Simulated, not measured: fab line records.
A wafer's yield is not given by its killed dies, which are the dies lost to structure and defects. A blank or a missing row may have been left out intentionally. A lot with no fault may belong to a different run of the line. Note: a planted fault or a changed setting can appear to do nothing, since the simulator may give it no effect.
Which of the tools did it? | flow gf180mcu | 29 wafers from 10 lots sampled at 3 of the route's 602 steps

== WHAT THE GAUGES SHOWED, per wafer ==
GF_HV_LDD_CD_MEAS_07: the cd target is 400 nm.
lot  | measured     | on       | cdNm (nm)
L690 | day 10 11:31 | cdSem-01 | 396.6 398.5 399.2
L691 | day 10 17:38 | cdSem-02 | 393.6 394.6 395.2
L697 | day 12 14:31 | cdSem-02 | 399.7 400.8 397.6
L703 | day 14 07:01 | cdSem-01 | 419.2 399.2 399.9 419.2 399.4 399.7
L705 | day 14 23:00 | cdSem-01 | 401.6 421.4 400.8 421.6
L706 | day 15 05:50 | cdSem-01 | 418.7 399.6 398.3 418.8 399.5 398.3
L708 | day 15 21:10 | cdSem-01 | 400.8 402.2 402.6
L710 | day 16 18:10 | cdSem-02 | 402.9 400.1 399.7
L711 | day 16 21:11 | cdSem-02 | 400.8 400.2 401.8
L712 | day 17 04:51 | cdSem-02 | 397.8 399.8 396.9

== WHAT TOOL EACH LOT RAN ON (gives the tool, then ch and the chambers of the sampled wafers, and finally the start) ==
lot  | GF_DUAL_GATE_STRIP_13               | GF_HV_LDD_COAT_02
L690 | plasmaAsher-03 ch 0,1, day 8 17:51  | lithoTrack-03 ch 0, day 10 01:53
L691 | plasmaAsher-03 ch 0,1, day 8 23:03  | lithoTrack-03 ch 0, day 10 07:56
L697 | plasmaAsher-03 ch 0,1, day 10 17:08 | lithoTrack-03 ch 0, day 12 04:11
L703 | plasmaAsher-03 ch 0,1, day 12 08:24 | lithoTrack-03 ch 0, day 13 20:26
L705 | plasmaAsher-02 ch 0,1, day 12 23:51 | lithoTrack-03 ch 0, day 14 12:28
L706 | plasmaAsher-02 ch 0,1, day 13 05:21 | lithoTrack-03 ch 0, day 14 18:41
L708 | plasmaAsher-02 ch 0,1, day 13 21:36 | lithoTrack-04 ch 0, day 15 10:01
L710 | plasmaAsher-03 ch 0,1, day 14 15:06 | lithoTrack-04 ch 0, day 16 05:58
L711 | plasmaAsher-03 ch 0,1, day 14 18:59 | lithoTrack-02 ch 0, day 16 09:33
L712 | plasmaAsher-04 ch 0,1, day 15 00:05 | lithoTrack-04 ch 0, day 16 17:35
- GF_DUAL_GATE_STRIP_13: strips in O2/N2.
- GF_HV_LDD_COAT_02: resist thk 1000 nm.

== THE ANSWER, worked out from the rows above alone ==
Rule: what is usual is taken from the lots themselves. The widest of any qualifying gaps counts: lots, ordered by their means at a reading, are off when they make up no more than a third of the lots, leave a main group of 4 or more, and stand apart from it by 3 or more times the standard deviation of that group's means. Not used: any main group whose means are identical at the precision the tables above print for the reading. A lot without any number at a reading at which 4 lots or more have one is off too. Where the step has rows for the other lots, those lots are counted as sound.
Across all readings shown, no lot is off: no conclusion can be drawn from this.

== WHAT THE SIMULATOR PUT IN ==
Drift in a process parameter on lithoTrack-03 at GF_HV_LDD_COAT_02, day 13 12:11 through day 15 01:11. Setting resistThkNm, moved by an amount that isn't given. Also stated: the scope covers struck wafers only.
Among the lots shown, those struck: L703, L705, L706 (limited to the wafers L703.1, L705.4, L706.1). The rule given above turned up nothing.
